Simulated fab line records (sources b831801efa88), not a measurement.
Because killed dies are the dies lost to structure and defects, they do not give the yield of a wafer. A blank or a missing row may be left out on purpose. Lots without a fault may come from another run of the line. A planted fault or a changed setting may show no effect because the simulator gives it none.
A lot that was struck, set against a sound lot -- flow gf180mcu -- 36 steps out of a route of 602
Sound: the wafers L484.3, L484.4, L484.6. Struck: wafers L496.2, L496.4, L496.6. At the end, the cause is stated.
Per side, at each step with rows, come the tool, then ch with its chambers, and then its first start. Under that, the readings that differ: sound wafers -- struck wafers -- difference of the means -- sigmas: that difference in standard deviations of wafers without a fault.
alike: words and numbers the same on both sides, and readings whose means are apart by under 2 such deviations; not compared: readings that were withheld, readings missing a value for some wafer, numbers with overlapping values and no deviation given by the record, and bounds like >300 which may hide the same value.
The two part at a step that has a row with sigmas, a row that says differs or no value, or rows on one side only. When numbers do not overlap yet have no deviation, they are printed without sigmas and do not part them. A reading missing from all wafers of one side parts the sides only when that side holds two or more wafers.

first, 2 steps without rows for these wafers: GF_M4_PEB_12 (peb time 90 s); GF_M4_DEVELOP_13 (develop time 60 s).
GF_M4_CD_MEAS_14: the cd target is 280 nm.
  sound on cdSem-01 at day 26 22:50; struck on cdSem-01 at day 30 06:34
  alike: cdNm
GF_M4_OVL_MEAS_15:
  sound on overlay-01 at day 26 22:56; struck on overlay-02 at day 30 06:41
  alike: M4_OVL
GF_M4_METAL_ETCH_16: etches the open film in Cl2/BCl3, stops on SiO2, target depth 750.8 nm, time 125.1 s.
  sound on rieMetal-04 ch 1, day 26 23:03; struck on rieMetal-01 ch 0,1, day 30 06:43
reading,sound,struck,difference,sigmas
throttleValvePct (%),28.225 28.244 28.257,28.230 28.215 28.214,-0.022,-2
  alike: drypumpMotorCurrentA, oesProductAu
  not compared: rfHoursCounterH
GF_M4_STRIP_17: strips in O2/N2.
  sound on plasmaAsher-03 ch 0,1, day 26 23:15; struck on plasmaAsher-04 ch 0,1, day 30 06:50
  alike: drypumpMotorCurrentA, heaterPowerW, oesProductAu, stripTimeToEndpointS
  not compared: rfHoursCounterH
then, 3 steps without rows for these wafers: GF_M4_STRIP_18 (strips in post etch residue remover, time 1200 s); GF_M4_CLEAN_19 (cleans in DIW); GF_V4_CVD_00 (deposits SiO2, target thk 600 nm, time 100 s).
GF_V4_THK_MEAS_01:
  sound on filmMetro-03 at day 26 23:50; struck on filmMetro-03 at day 30 07:27
  alike: V4_CVD_00_THK
then, 1 step without rows for these wafers: GF_V4_CVD_02 (deposits SiO2 from TEOS, target thk 850 nm, time 94.851 s).
GF_V4_THK_MEAS_03:
  sound on filmMetro-03 at day 26 23:58; struck on filmMetro-03 at day 30 07:35
  alike: V4_CVD_02_THK
GF_V4_CMP_04: polishes SiO2.
  sound on cmp-02 ch 0,1, day 27 00:01; struck on cmp-02 ch 0,1,3, day 30 07:38
reading,sound,struck,difference,sigmas
timeToEndpointS (s),77 90 77,94 103 104,+19,+3
model.SiO2_of_V4_CVD_02.thkNm (nm),630.5 633 630.5,584.8 584.7 586.3,-46.1,
  alike: motorCurrentA
GF_V4_BOW_MEAS_05:
  sound on filmMetro-03 at day 27 00:21; struck on filmMetro-01 at day 30 08:14
reading,sound,struck,difference,sigmas
V4_BOW (um),145 148 142,- - -,no value on the struck wafers,
  not compared: hold
then, 7 steps without rows for these wafers: GF_V4_HMDS_07 (prime time 60 s); GF_V4_COAT_08; GF_V4_COAT_09 (resist thk 993.4 nm); GF_V4_SOFTBAKE_10 (time 60 s); GF_V4_EXPOSE_11 (exposes mask Via4, target cd 260 nm); GF_V4_PEB_12 (peb time 90 s); GF_V4_DEVELOP_13 (develop time 60 s).
GF_V4_CD_MEAS_14: the cd target is 260 nm.
  sound on cdSem-01 at day 27 20:20; struck on cdSem-01 at day 31 02:05
  alike: cdNm
GF_V4_OVL_MEAS_15:
  sound on overlay-02 at day 27 20:25; struck on overlay-01 at day 31 02:11
  alike: V4_OVL
GF_V4_ETCH_16: etches BARC in N2/H2.
  sound on rieDiel-04 ch 2,3, day 27 20:26; struck on rieDiel-01 ch 0,2,3, day 31 02:13
  alike: drypumpMotorCurrentA, oesProductAu, throttleValvePct
GF_V4_ETCH_17: etches SiO2 in C4F8/O2/Ar, stops on TiN, target depth 630 nm.
  sound on rieDiel-04 ch 2,3; struck on rieDiel-01 ch 0,2,3
reading,sound,struck,difference,sigmas
oesProductAu (a.u.),0.857 0.856 0.855,0.814 0.815 0.821,-0.039,-8
model.etch.depthNm (nm),630.5 633 630.5,584.8 584.7 586.3,-46.1,
model.V4.featureDepthNm (nm),630.5 633 630.5,584.8 584.7 586.3,-46.1,
then, 3 steps without rows for these wafers: GF_V4_STRIP_18 (strips in O2/N2); GF_V4_STRIP_19 (strips in post etch residue remover, time 1200 s); GF_V4_CLEAN_20 (cleans in DIW).
GF_V4_SPUTTER_21: material Ti, target thk 15 nm, time 80.02 s.
  sound on pvdSputter-04 at day 27 21:31; struck on pvdSputter-02 at day 31 02:53
  alike: throttleValvePct
then, 2 steps without rows for these wafers: GF_V4_SPUTTER_22 (material TiN, target thk 10 nm, time 40 s); GF_V4_CVD_23 (deposits W, target thk 350 nm, time 104.9 s).
GF_V4_RS_MEAS_24: measures by four-point-probe.
  sound on filmMetro-02 at day 27 21:46; struck on filmMetro-01 at day 31 03:07
  alike: V4_W_RS
GF_V4_THK_MEAS_25: measures by xrf.
  sound on filmMetro-02 at day 27 21:52; struck on filmMetro-01 at day 31 03:14
  alike: V4_W_THK
GF_V4_CMP_26: polishes, stops on SiO2, t overpolish 15 s, target thk 0 nm.
  sound on cmp-01 ch 0,1,2, day 27 21:54; struck on cmp-02 ch 0,1,3, day 31 03:17
reading,sound,struck,difference,sigmas
model.SiO2_of_V4_CVD_02.thkNm (nm),626.8 629.2 626.8,581 581 582.6,-46,
  alike: motorCurrentA
GF_MIM_SPUTTER_00: material Ti, target thk 37.5 nm, time 150 s.
  sound on pvdSputter-04 at day 27 22:12; struck on pvdSputter-02 at day 31 03:35
  alike: throttleValvePct
GF_PASSIVATION_PROBE_99:
  rows exist in the record for the sound wafers here (prober-02, day 32 01:56), none for the struck ones

== WHERE THEY PART ==
Earliest at GF_M4_METAL_ETCH_16; latest, in this record, at GF_PASSIVATION_PROBE_99.

WHY: the cause the simulator had injected
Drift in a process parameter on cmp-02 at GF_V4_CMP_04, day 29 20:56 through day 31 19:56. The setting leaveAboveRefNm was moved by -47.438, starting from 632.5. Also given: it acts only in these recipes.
